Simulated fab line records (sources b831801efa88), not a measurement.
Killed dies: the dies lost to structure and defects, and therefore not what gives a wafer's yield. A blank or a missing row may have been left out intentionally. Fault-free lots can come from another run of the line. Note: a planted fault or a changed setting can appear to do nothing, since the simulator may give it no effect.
Which tool is to blame?    flow sky130    11 lots, 33 wafers sampled, at 2 steps of a route of 708

## WHAT EACH GAUGE READ, for each wafer
SKY_CONTACT_THK_MEAS_03.
lot   measured      on             CONTACT_HDPCVD_THK (nm)
L904  day 30 22:50  film-metro-03  569 572 565
L906  day 31 09:11  film-metro-03  563 566 563
L905  day 31 09:50  film-metro-04  565 574 568
L907  day 31 21:13  film-metro-04  568 563 571
L908  day 32 09:12  film-metro-02  559 564 565
L912  day 33 23:16  film-metro-02  448 453 457
L914  day 34 05:00  film-metro-02  444 445 446
L915  day 34 14:04  film-metro-04  560 568 573
L923  day 37 02:01  film-metro-02  569 572 565
L924  day 37 08:12  film-metro-03  568 570 563
L925  day 37 10:22  film-metro-02  570 569 564

## TOOL THAT RAN EACH LOT (tool first, then ch and the chambers of the sampled wafers, then the start)
lot   SKY_CONTACT_HDPCVD_02
L904  hdpcvd-01 ch 0,1,2, day 30 22:46
L906  hdpcvd-02 ch 0,2, day 31 09:06
L905  hdpcvd-01 ch 0,2, day 31 09:46
L907  hdpcvd-01 ch 0,1, day 31 21:08
L908  hdpcvd-01 ch 0,1, day 32 09:08
L912  hdpcvd-01 ch 0,1,2, day 33 23:11
L914  hdpcvd-01 ch 0,2, day 34 04:55
L915  hdpcvd-02 ch 0,1,2, day 34 14:00
L923  hdpcvd-02 ch 0,1,2, day 37 01:56
L924  hdpcvd-01 ch 0,1,2, day 37 08:07
L925  hdpcvd-01 ch 0,1, day 37 10:17
- SKY_CONTACT_HDPCVD_02: deposits SiO2, target thk 565 nm, time 94.2 s.

## THE ANSWER, worked out from the rows above alone
Rule: the usual values come from the lots themselves. Put in order of their means at a reading, lots are off if they are a third of the lots or fewer, leave a main group of 4 or more, and stand apart from it by a gap of 3 or more times the standard deviation of the main group's means; of several such gaps the widest counts. Not used: any main group whose means are identical at the precision the tables above print for the reading. Also off: a lot with no number at a reading for which 4 or more lots have one. All remaining lots with rows at the step are treated as sound.
Off: L912, L914, seen at SKY_CONTACT_THK_MEAS_03 (CONTACT_HDPCVD_THK). Main group: mean 567 nm, sd 2.
A tool fits if, at a process step before that reading, it ran every lot that is off, and no sound lot after the first of them. Those tools and the gauges at SKY_CONTACT_THK_MEAS_03 are tried in the same way. No candidate that was tried fits.

## WHAT THE SIMULATOR HAD PUT IN
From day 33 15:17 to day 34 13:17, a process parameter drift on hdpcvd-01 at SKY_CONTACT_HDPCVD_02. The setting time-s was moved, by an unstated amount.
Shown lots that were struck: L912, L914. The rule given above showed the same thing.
